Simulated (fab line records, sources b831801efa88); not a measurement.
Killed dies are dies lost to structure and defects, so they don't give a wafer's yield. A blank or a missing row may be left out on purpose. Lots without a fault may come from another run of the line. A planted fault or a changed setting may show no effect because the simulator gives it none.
A struck lot beside a sound one | flow sfq_line | 42 steps out of a route of 325
Sound: wafers L875.2, L875.3, L875.5. Struck: wafers L878.1, L878.2, L878.4. The cause comes at the end.
At each step with rows: each side's tool, then ch and its chambers, then its first start. Under that, the readings that differ: sound wafers | struck wafers | difference of the means | sigmas: that difference in standard deviations of wafers without a fault.
alike: readings whose means differ by less than 2 such deviations, and words and numbers that are the same on both sides. not compared: withheld readings, readings that some wafer has no value for, bounds like >300 that may hide the same value, and numbers for which the record gives no deviation and whose values overlap.
The two part at a step that has a row with sigmas, a row that says differs or no value, or rows on one side only. Numbers that don't overlap but have no deviation are shown without sigmas and don't part them. A reading that every wafer of one side lacks parts them only if that side has two wafers or more.

SFQ_INCOMING_BOW_MEAS_900:
  sound on film_metro-02, day 1 15:01; struck on film_metro-01, day 2 06:00
  alike: INCOMING_BOW
then, 2 steps without rows for these wafers: SFQ_TRILAYER_INCOMING_OXIDATION_002 (target thk 500 nm, ox time 4939 s); SFQ_TRILAYER_L0_DEP_SPUTTER_003 (material MoNx KI, target thk 40 nm, time 100 s).
SFQ_L0_RS_MEAS_901: measures by four-point-probe.
  sound on film_metro-02, day 1 17:35; struck on film_metro-03, day 2 08:34
  alike: L0_MONX_KI_RS
SFQ_L0_THK_MEAS_902: measures by xrf.
  sound on film_metro-02, day 1 17:41; struck on film_metro-03, day 2 08:41
  alike: L0_MONX_KI_THK
then, 7 steps without rows for these wafers: SFQ_TRILAYER_L0_LITHO_COAT_010 (resist thk 62 nm); SFQ_TRILAYER_L0_LITHO_COAT_005 (resist thk 600 nm); SFQ_TRILAYER_L0_LITHO_SOFTBAKE_009; SFQ_TRILAYER_L0_LITHO_EXPOSE_006 (exposes mask L0, target cd 2000 nm); SFQ_TRILAYER_L0_LITHO_PEB_008 (peb time 60 s); SFQ_TRILAYER_L0_LITHO_DEVELOP_007 (time 60 s); SFQ_TRILAYER_L0_BARC_OPEN_METAL_ETCH_010 (etches BARC in O2, target depth 125 nm, time 41.7 s).
-- the record jumps here: 3 days lie between the struck wafers' starts before and after --
SFQ_TRILAYER_L0_ETCH_METAL_ETCH_008: etches MoNx KI in SF6/O2, stops on SiO2, target depth 50 nm, time 25 s.
  sound on rie_metal-01 ch 0, day 4 14:01; struck on rie_metal-01 ch 0,1, day 5 09:13
  no value came back on the struck wafers for bias_w (W), chamber_pressure_mTorr (mTorr), drypump_motor_current_A (A), oes_product_au (a.u.); on the sound wafers bias_w (W) reads 80.10 80.10 80.06
  reading                                             | sound             | struck            | difference | sigmas
  model.KrF_of_TRILAYER_L0_LITHO_COAT_005.thk_nm (nm) | 479.9 480.3 478.7 | 523.2 523.9 523.7 | +44.0      |
  not compared: rf_hours_counter_h
then, 2 steps without rows for these wafers: SFQ_TRILAYER_L0_STRIP_STRIP_009 (strips in O2); SFQ_TRILAYER_L0_STRIP_SOLV_CLEAN_010 (cleans in NMP, time 600 s).
SFQ_TRILAYER_L0_CAP_PECVD_011: deposits SiO2 from SiH4/N2O, time 13.333 s, target thk 60 nm.
  sound on pecvd-02 ch 0,2, day 4 14:50; struck on pecvd-02 ch 0,2, day 5 10:02
  alike: heater_power_outer_w, heater_power_w, throttle_valve_pct
  not compared: since_wet_clean_h
then, 6 steps without rows for these wafers: SFQ_TRILAYER_L0_VIA_LITHO_COAT_018 (resist thk 62 nm); SFQ_TRILAYER_L0_VIA_LITHO_COAT_013 (resist thk 650 nm); SFQ_TRILAYER_L0_VIA_LITHO_SOFTBAKE_017; SFQ_TRILAYER_L0_VIA_LITHO_EXPOSE_014 (exposes mask L0V, target cd 700 nm); SFQ_TRILAYER_L0_VIA_LITHO_PEB_016 (peb time 60 s); SFQ_TRILAYER_L0_VIA_LITHO_DEVELOP_015 (time 60 s).
-- the record jumps here: 3 days lie between the struck wafers' starts before and after --
SFQ_L0V_OVL_MEAS_903:
  sound on overlay-02, day 7 06:20; struck on overlay-02, day 8 04:35
  alike: L0V_OVL
SFQ_TRILAYER_L0_VIA_BARC_OPEN_VIA_ETCH_021: etches BARC in O2, target depth 125 nm, time 41.7 s.
  sound on rie_diel-02 ch 0,3, day 7 06:22; struck on rie_diel-03 ch 0,2,3, day 8 04:38
  alike: bias_w, chamber_pressure_mTorr, drypump_motor_current_A, oes_product_au
  not compared: rf_hours_counter_h
then, 1 step without rows for these wafers: SFQ_TRILAYER_L0_VIA_ETCH_VIA_ETCH_016 (etches SiO2 in CHF3, stops on MoNx KI, target depth 80 nm).
SFQ_TRILAYER_L0_VIA_STRIP_STRIP_017: strips in O2.
  sound on rie_metal-01 ch 1, day 7 06:26; struck on rie_metal-01 ch 0,1, day 8 04:43
  alike: drypump_motor_current_A, oes_product_au
  not compared: rf_hours_counter_h
then, 2 steps without rows for these wafers: SFQ_TRILAYER_L0_VIA_STRIP_SOLV_CLEAN_018 (cleans in NMP, time 600 s); SFQ_TRILAYER_M0_DEP_PRE_CLEAN_020 (time 15 s).
SFQ_TRILAYER_M0_DEP_SPUTTER_019: material Nb, target thk 200 nm, time 133.3 s.
  sound on pvd_sputter-06, day 7 07:14; struck on pvd_sputter-06, day 8 05:31
  alike: substrate_temp_c, throttle_valve_pct
SFQ_M0_RS_MEAS_904: measures by four-point-probe.
  sound on film_metro-03, day 7 07:21; struck on film_metro-04, day 8 05:37
  alike: M0_NB_RS
then, 6 steps without rows for these wafers: SFQ_TRILAYER_M0_LITHO_COAT_026 (resist thk 62 nm); SFQ_TRILAYER_M0_LITHO_COAT_021 (resist thk 600 nm); SFQ_TRILAYER_M0_LITHO_SOFTBAKE_025; SFQ_TRILAYER_M0_LITHO_EXPOSE_022 (exposes mask M0, target cd 500 nm); SFQ_TRILAYER_M0_LITHO_PEB_024 (peb time 60 s); SFQ_TRILAYER_M0_LITHO_DEVELOP_023 (time 60 s).
-- the record jumps here: 4 days lie between the struck wafers' starts before and after --
SFQ_M0_OVL_MEAS_906:
  sound on overlay-02, day 11 09:24; struck on overlay-02, day 12 15:23
  alike: M0_OVL
then, 2 steps without rows for these wafers: SFQ_TRILAYER_M0_BARC_OPEN_METAL_ETCH_031 (etches BARC in O2, target depth 125 nm, time 41.7 s); SFQ_TRILAYER_M0_ETCH_METAL_ETCH_024 (etches Nb in Cl2/Ar, stops on SiO2, target depth 240 nm, time 120 s).
SFQ_TRILAYER_M0_STRIP_STRIP_025: strips in O2.
  sound on rie_metal-03 ch 0,1, day 11 09:37; struck on rie_metal-04 ch 0,1, day 12 15:37
  alike: drypump_motor_current_A, oes_product_au
  not compared: rf_hours_counter_h
then, 1 step without rows for these wafers: SFQ_TRILAYER_M0_STRIP_SOLV_CLEAN_026 (cleans in NMP, time 600 s).
-- the record jumps here: 72 days lie between the struck wafers' starts before and after --
SFQ_M8_BOW_MEAS_951:
  sound on film_metro-04, day 83 23:58; struck on film_metro-02, day 85 00:06
  reading                       | sound    | struck | difference | sigmas
  model.etest.l0.comb_log10_ohm | 12 12 12 | 0 0 0  | -12        |
  alike: M8_BOW

WHERE THEY PART
Only at SFQ_TRILAYER_L0_ETCH_METAL_ETCH_008, within this record. Later steps at which nothing parts them and some readings are alike: SFQ_TRILAYER_L0_CAP_PECVD_011, SFQ_L0V_OVL_MEAS_903, SFQ_TRILAYER_L0_VIA_BARC_OPEN_VIA_ETCH_021, SFQ_TRILAYER_L0_VIA_STRIP_STRIP_017, SFQ_TRILAYER_M0_DEP_SPUTTER_019, SFQ_M0_RS_MEAS_904, SFQ_M0_OVL_MEAS_906, SFQ_TRILAYER_M0_STRIP_STRIP_025, SFQ_M8_BOW_MEAS_951.

WHY: what the simulator had put in
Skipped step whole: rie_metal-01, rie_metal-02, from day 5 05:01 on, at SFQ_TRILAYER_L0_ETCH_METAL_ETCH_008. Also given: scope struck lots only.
